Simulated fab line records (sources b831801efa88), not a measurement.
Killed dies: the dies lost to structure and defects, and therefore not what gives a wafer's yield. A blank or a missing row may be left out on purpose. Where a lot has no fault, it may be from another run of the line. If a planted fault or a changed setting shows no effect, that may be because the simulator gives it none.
Which tool is to blame? || flow gf180mcu || 36 wafers from 12 lots sampled at 6 of the route's 602 steps

## WHAT EACH GAUGE READ, for each wafer
GF_NWELL_TW_MEAS_11.
{"lot": "L932", "measured": "day 4 02:53", "on": "film_metro-03", "NWELL_TW": "1589 1593 1587"}
{"lot": "L933", "measured": "day 4 03:14", "on": "film_metro-02", "NWELL_TW": "1553 1547 1551"}
{"lot": "L935", "measured": "day 4 09:40", "on": "film_metro-02", "NWELL_TW": "1556 1553 1563"}
{"lot": "L938", "measured": "day 4 19:02", "on": "film_metro-03", "NWELL_TW": "1581 1585 1586"}
{"lot": "L945", "measured": "day 6 06:59", "on": "film_metro-01", "NWELL_TW": "1846 1837 1840"}
{"lot": "L946", "measured": "day 6 13:59", "on": "film_metro-01", "NWELL_TW": "1829 1834 1839"}
{"lot": "L947", "measured": "day 6 18:31", "on": "film_metro-01", "NWELL_TW": "1844 1836 1823"}
{"lot": "L949", "measured": "day 7 04:49", "on": "film_metro-03", "NWELL_TW": "1587 1589 1589"}
{"lot": "L950", "measured": "day 7 10:37", "on": "film_metro-03", "NWELL_TW": "1583 1584 1592"}
{"lot": "L951", "measured": "day 7 19:29", "on": "film_metro-01", "NWELL_TW": "1574 1573 1579"}
{"lot": "L952", "measured": "day 7 22:23", "on": "film_metro-03", "NWELL_TW": "1589 1588 1578"}
{"lot": "L954", "measured": "day 8 09:53", "on": "film_metro-03", "NWELL_TW": "1574 1574 1584"}

GF_LVPWELL_TW_MEAS_11.
{"lot": "L932", "measured": "day 4 16:16", "on": "film_metro-01", "LVPWELL_TW": "561 564 566"}
{"lot": "L933", "measured": "day 4 16:38", "on": "film_metro-03", "LVPWELL_TW": "565 564 562"}
{"lot": "L935", "measured": "day 4 22:49", "on": "film_metro-03", "LVPWELL_TW": "563 562 567"}
{"lot": "L938", "measured": "day 5 08:11", "on": "film_metro-02", "LVPWELL_TW": "552 555 550"}
{"lot": "L945", "measured": "day 6 20:44", "on": "film_metro-03", "LVPWELL_TW": "1384 1390 1396"}
{"lot": "L946", "measured": "day 7 04:14", "on": "film_metro-03", "LVPWELL_TW": "1387 1379 1382"}
{"lot": "L947", "measured": "day 7 09:04", "on": "film_metro-02", "LVPWELL_TW": "1346 1357 1350"}
{"lot": "L949", "measured": "day 7 19:05", "on": "film_metro-02", "LVPWELL_TW": "553 554 554"}
{"lot": "L950", "measured": "day 8 01:49", "on": "film_metro-03", "LVPWELL_TW": "565 562 559"}
{"lot": "L951", "measured": "day 8 10:49", "on": "film_metro-01", "LVPWELL_TW": "561 561 559"}
{"lot": "L952", "measured": "day 8 13:26", "on": "film_metro-03", "LVPWELL_TW": "564 563 563"}
{"lot": "L954", "measured": "day 9 01:03", "on": "film_metro-03", "LVPWELL_TW": "564 563 561"}

GF_MVSD_TW_MEAS_11.
{"lot": "L932", "measured": "day 5 05:28", "on": "film_metro-03", "MVSD_TW": "1576 1577 1579"}
{"lot": "L933", "measured": "day 5 05:50", "on": "film_metro-03", "MVSD_TW": "1572 1589 1587"}
{"lot": "L935", "measured": "day 5 12:13", "on": "film_metro-03", "MVSD_TW": "1581 1576 1580"}
{"lot": "L938", "measured": "day 5 21:04", "on": "film_metro-03", "MVSD_TW": "1581 1577 1586"}
{"lot": "L945", "measured": "day 7 11:32", "on": "film_metro-02", "MVSD_TW": "1818 1823 1820"}
{"lot": "L946", "measured": "day 7 19:05", "on": "film_metro-03", "MVSD_TW": "1855 1854 1862"}
{"lot": "L947", "measured": "day 7 23:37", "on": "film_metro-01", "MVSD_TW": "1843 1848 1841"}
{"lot": "L949", "measured": "day 8 10:23", "on": "film_metro-03", "MVSD_TW": "1588 1584 1592"}
{"lot": "L950", "measured": "day 8 16:25", "on": "film_metro-02", "MVSD_TW": "1552 1559 1548"}
{"lot": "L951", "measured": "day 9 02:31", "on": "film_metro-01", "MVSD_TW": "1578 1578 1573"}
{"lot": "L952", "measured": "day 9 04:53", "on": "film_metro-03", "MVSD_TW": "1589 1597 1590"}
{"lot": "L954", "measured": "day 9 17:29", "on": "film_metro-02", "MVSD_TW": "1556 1551 1550"}

GF_HV_LDD_TW_MEAS_38.
{"lot": "L932", "measured": "day 12 03:11", "on": "film_metro-03", "HV_LDD_3_TW": "1449 1440 1438"}
{"lot": "L933", "measured": "day 12 02:48", "on": "film_metro-03", "HV_LDD_3_TW": "1441 1441 1452"}
{"lot": "L935", "measured": "day 12 08:32", "on": "film_metro-03", "HV_LDD_3_TW": "1440 1448 1445"}
{"lot": "L938", "measured": "day 13 02:35", "on": "film_metro-02", "HV_LDD_3_TW": "1427 1423 1421"}
{"lot": "L945", "measured": "day 14 23:49", "on": "film_metro-03", "HV_LDD_3_TW": "1445 1444 1439"}
{"lot": "L946", "measured": "day 15 17:24", "on": "film_metro-02", "HV_LDD_3_TW": "1419 1418 1418"}
{"lot": "L947", "measured": "day 15 21:53", "on": "film_metro-03", "HV_LDD_3_TW": "1435 1431 1436"}
{"lot": "L949", "measured": "day 16 18:11", "on": "film_metro-03", "HV_LDD_3_TW": "1446 1441 1442"}
{"lot": "L950", "measured": "day 16 23:23", "on": "film_metro-02", "HV_LDD_3_TW": "1403 1410 1399"}
{"lot": "L951", "measured": "day 17 13:26", "on": "film_metro-03", "HV_LDD_3_TW": "1447 1450 1448"}
{"lot": "L952", "measured": "day 17 20:15", "on": "film_metro-01", "HV_LDD_3_TW": "1437 1440 1449"}
{"lot": "L954", "measured": "day 18 13:25", "on": "film_metro-01", "HV_LDD_3_TW": "1442 1448 1438"}

## WHICH TOOL RAN EACH LOT (tool, then ch and the chambers of the sampled wafers, then the start)
{"lot": "L932", "GF_STI_ETCH_14": "rie_si-02 ch 0,2, day 2 19:17", "GF_DNWELL_COAT_02": "litho_track-02 ch 0, day 3 07:29"}
{"lot": "L933", "GF_STI_ETCH_14": "rie_si-01 ch 0,1, day 2 19:23", "GF_DNWELL_COAT_02": "litho_track-01 ch 0, day 3 07:31"}
{"lot": "L935", "GF_STI_ETCH_14": "rie_si-02 ch 1,2,3, day 3 02:41", "GF_DNWELL_COAT_02": "litho_track-02 ch 0, day 3 13:23"}
{"lot": "L938", "GF_STI_ETCH_14": "rie_si-01 ch 0,1,2, day 3 13:26", "GF_DNWELL_COAT_02": "litho_track-01 ch 0, day 3 22:50"}
{"lot": "L945", "GF_STI_ETCH_14": "rie_si-01 ch 1,2,3, day 5 00:47", "GF_DNWELL_COAT_02": "litho_track-01, day 5 11:29"}
{"lot": "L946", "GF_STI_ETCH_14": "rie_si-02 ch 1,2,3, day 5 06:56", "GF_DNWELL_COAT_02": "litho_track-03, day 5 17:07"}
{"lot": "L947", "GF_STI_ETCH_14": "rie_si-01 ch 0,1, day 5 10:41", "GF_DNWELL_COAT_02": "litho_track-02, day 5 20:29"}
{"lot": "L949", "GF_STI_ETCH_14": "rie_si-01 ch 1,2,3, day 5 20:29", "GF_DNWELL_COAT_02": "litho_track-02 ch 0, day 6 06:44"}
{"lot": "L950", "GF_STI_ETCH_14": "rie_si-02 ch 1,3, day 6 01:05", "GF_DNWELL_COAT_02": "litho_track-01 ch 0, day 6 12:14"}
{"lot": "L951", "GF_STI_ETCH_14": "rie_si-01 ch 0,2,3, day 6 09:02", "GF_DNWELL_COAT_02": "litho_track-02 ch 0, day 6 19:56"}
{"lot": "L952", "GF_STI_ETCH_14": "rie_si-02 ch 0,1,2, day 6 13:14", "GF_DNWELL_COAT_02": "litho_track-03 ch 0, day 6 23:43"}
{"lot": "L954", "GF_STI_ETCH_14": "rie_si-02 ch 0,2, day 6 23:20", "GF_DNWELL_COAT_02": "litho_track-02 ch 0, day 7 10:29"}
- GF_STI_ETCH_14: etches Si in HBr/Cl2/O2, target depth 360 nm, time 102.9 s.
- GF_DNWELL_COAT_02: resist thk 3000 nm.

## WHAT THE TOOLS THEMSELVES READ (means of the sampled wafers that have a number; where no wafer has one, the mark that the record gives instead)
GF_STI_ETCH_14.
{"lot": "L932", "tool": "rie_si-02", "drypump_motor_current_A (A)": 5.8, "oes_product_au (a.u.)": 0.982, "rf_fwd_power_W (W)": 596.7, "throttle_valve_pct (%)": 25.674}
{"lot": "L933", "tool": "rie_si-01", "drypump_motor_current_A (A)": 6.0, "oes_product_au (a.u.)": 0.997, "rf_fwd_power_W (W)": 596.4, "throttle_valve_pct (%)": 25.660}
{"lot": "L935", "tool": "rie_si-02", "drypump_motor_current_A (A)": 6.3, "oes_product_au (a.u.)": 0.990, "rf_fwd_power_W (W)": 596.7, "throttle_valve_pct (%)": 25.665}
{"lot": "L938", "tool": "rie_si-01", "drypump_motor_current_A (A)": 5.9, "oes_product_au (a.u.)": 0.996, "rf_fwd_power_W (W)": 597.4, "throttle_valve_pct (%)": 25.665}
{"lot": "L945", "tool": "rie_si-01", "drypump_motor_current_A (A)": 6.2, "oes_product_au (a.u.)": 1.001, "rf_fwd_power_W (W)": 596.4, "throttle_valve_pct (%)": 25.657}
{"lot": "L946", "tool": "rie_si-02", "drypump_motor_current_A (A)": 6.3, "oes_product_au (a.u.)": 0.987, "rf_fwd_power_W (W)": 595.7, "throttle_valve_pct (%)": 25.675}
{"lot": "L947", "tool": "rie_si-01", "drypump_motor_current_A (A)": 6.0, "oes_product_au (a.u.)": 0.996, "rf_fwd_power_W (W)": 597.2, "throttle_valve_pct (%)": 25.654}
{"lot": "L949", "tool": "rie_si-01", "drypump_motor_current_A (A)": 6.1, "oes_product_au (a.u.)": 1.010, "rf_fwd_power_W (W)": 595.2, "throttle_valve_pct (%)": 25.657}
{"lot": "L950", "tool": "rie_si-02", "drypump_motor_current_A (A)": 6.5, "oes_product_au (a.u.)": 0.988, "rf_fwd_power_W (W)": 598.3, "throttle_valve_pct (%)": 25.671}
{"lot": "L951", "tool": "rie_si-01", "drypump_motor_current_A (A)": 5.9, "oes_product_au (a.u.)": 0.993, "rf_fwd_power_W (W)": 597.5, "throttle_valve_pct (%)": 25.657}
{"lot": "L952", "tool": "rie_si-02", "drypump_motor_current_A (A)": 6.0, "oes_product_au (a.u.)": 0.986, "rf_fwd_power_W (W)": 596.3, "throttle_valve_pct (%)": 25.660}
{"lot": "L954", "tool": "rie_si-02", "drypump_motor_current_A (A)": 5.8, "oes_product_au (a.u.)": 0.985, "rf_fwd_power_W (W)": 595.1, "throttle_valve_pct (%)": 25.660}

GF_DNWELL_COAT_02.
{"lot": "L932", "tool": "litho_track-02", "chill_plate_temp_C (C)": 22.92, "dispense_pressure_kPa (kPa)": 43}
{"lot": "L933", "tool": "litho_track-01", "chill_plate_temp_C (C)": 22.97, "dispense_pressure_kPa (kPa)": 54}
{"lot": "L935", "tool": "litho_track-02", "chill_plate_temp_C (C)": 22.97, "dispense_pressure_kPa (kPa)": 43}
{"lot": "L938", "tool": "litho_track-01", "chill_plate_temp_C (C)": 23.11, "dispense_pressure_kPa (kPa)": 54}
{"lot": "L945", "tool": "litho_track-01", "chill_plate_temp_C (C)": "-", "dispense_pressure_kPa (kPa)": "-"}
{"lot": "L946", "tool": "litho_track-03", "chill_plate_temp_C (C)": "-", "dispense_pressure_kPa (kPa)": "-"}
{"lot": "L947", "tool": "litho_track-02", "chill_plate_temp_C (C)": "-", "dispense_pressure_kPa (kPa)": "-"}
{"lot": "L949", "tool": "litho_track-02", "chill_plate_temp_C (C)": 23.01, "dispense_pressure_kPa (kPa)": 43}
{"lot": "L950", "tool": "litho_track-01", "chill_plate_temp_C (C)": 22.94, "dispense_pressure_kPa (kPa)": 54}
{"lot": "L951", "tool": "litho_track-02", "chill_plate_temp_C (C)": 23.00, "dispense_pressure_kPa (kPa)": 43}
{"lot": "L952", "tool": "litho_track-03", "chill_plate_temp_C (C)": 23.10, "dispense_pressure_kPa (kPa)": 53}
{"lot": "L954", "tool": "litho_track-02", "chill_plate_temp_C (C)": 22.98, "dispense_pressure_kPa (kPa)": 43}

## THE ANSWER, worked out from the rows above alone
Rule: what is usual is taken from the lots themselves. The widest of any qualifying gaps counts: lots, ordered by their means at a reading, are off when they make up no more than a third of the lots, leave a main group of 4 or more, and stand apart from it by 3 or more times the standard deviation of that group's means. The tables above print the reading to a certain number of digits; a main group whose means all agree to those digits is not used. A lot without any number at a reading at which 4 lots or more have one is off too. Where the step has rows for the other lots, those lots are counted as sound. First the gauges in route order, then the tools' own readings, where a lot's mean is used as printed above. At the first step where some lot is off, the reading lying furthest off is the one used; lots without a number count as furthest.
Off: L945, L946, L947, at GF_NWELL_TW_MEAS_11 (NWELL_TW). The main group: mean 1577, standard deviation 13.
A tool fits if, at a process step before that reading, it ran every lot that is off, and no sound lot after the first of them. Not tried: the gauges at GF_NWELL_TW_MEAS_11; whatever is off there is also off at GF_LVPWELL_TW_MEAS_11, on other tools, and gauge error can't account for it. No candidate that was tried fits.

## WHAT THE SIMULATOR HAD PUT IN
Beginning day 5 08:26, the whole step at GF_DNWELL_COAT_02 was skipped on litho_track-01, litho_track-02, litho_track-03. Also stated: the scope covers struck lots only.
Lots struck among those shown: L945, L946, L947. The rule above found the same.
